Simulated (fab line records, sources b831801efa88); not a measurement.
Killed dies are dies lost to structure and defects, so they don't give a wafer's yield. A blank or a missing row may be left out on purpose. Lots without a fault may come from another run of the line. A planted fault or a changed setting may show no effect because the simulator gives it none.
One fault seen from 2 desks | flow sky130 | each desk has only its own numbers; what lay behind them comes last

THE TOOL OWNER'S DESK: pvd_sputter-02
The tool's own readings at SKY_METAL5_SPUTTER_04 (material TiN, target thk 70 nm, time 58.3 s): means of the sampled wafers that have a number, for each lot that ran on this tool. A lot is out of limits, marked OUT, if its mean lies more than 4 standard deviations from the usual mean; the brackets give that distance.
Columns: A = throttle_valve_pct at SKY_METAL5_SPUTTER_04, usual 30.3 %
lot  | first seen here | A
L410 | day 43 01:34    | 31.3
L416 | day 44 22:16    | 29.7
L424 | day 46 14:58    | 31.3
L426 | day 47 09:21    | 30.3
This desk's finding: nothing out of limits on any of the 4 lots.

THE METROLOGY DESK
What the gauges read, lot by lot, whatever tool the lot ran on: means of the sampled wafers that have a number. A lot is out of limits, marked OUT, if its mean lies more than 4 standard deviations from the usual mean; the brackets give that distance.
Columns: A = cd_nm at SKY_VIA3_CD_MEAS_12, usual 200.5 nm; B = METAL4_OVL at SKY_METAL4_OVL_MEAS_14, usual -1 nm; C = METAL5_ALCU_THK at SKY_METAL5_THK_MEAS_06, usual 1169 nm; D = PAD_OPEN_BOW at SKY_PAD_OPEN_BOW_MEAS_13, usual 47 um
lot  | first seen here | A     | B  | C              | D
L410 | day 39 19:26    | 201.2 | 2  | 1158           | 54
L412 | day 40 12:47    | 202.0 | 2  | 1184           | 53
L415 | day 41 00:47    | 201.0 | 1  | 1172           | 45
L416 | day 41 20:20    | 199.7 | 2  | 1160           | 44
L424 | day 43 17:38    | 200.0 | -7 | 1310 (+13) OUT | 44
L426 | day 44 14:08    | 201.8 | -2 | 1306 (+12) OUT | 45
L429 | day 44 22:19    | 199.8 | -5 | 1160           | 47
L430 | day 45 09:20    | 202.6 | -1 | 1166           | 51
L431 | day 45 14:32    | 201.5 | 5  | 1174           | 55
L432 | day 46 04:16    | 200.1 | 7  | 1172           | 49
This desk's finding: out of limits on L424, L426; first on L424, day 46 15:08 (METAL5_ALCU_THK at SKY_METAL5_THK_MEAS_06). In limits: L410, L412, L415, L416, L429, L430, L431, L432.

PUT TOGETHER
The metrology desk could have raised an alarm at day 46 15:08, on L424, L426.
The tool owner's desk saw nothing out of limits.
The tool owner's desk has L424, L426 on record, within its limits.
Of the lots named, all ran SKY_METAL5_SPUTTER_04 on pvd_sputter-02.

WHAT THE SIMULATOR HAD PUT IN
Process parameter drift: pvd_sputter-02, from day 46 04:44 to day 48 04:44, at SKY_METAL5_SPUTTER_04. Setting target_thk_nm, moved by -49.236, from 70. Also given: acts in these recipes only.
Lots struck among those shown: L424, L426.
Hours from the fault's start to each desk's first reading out of limits: the metrology desk, 10.
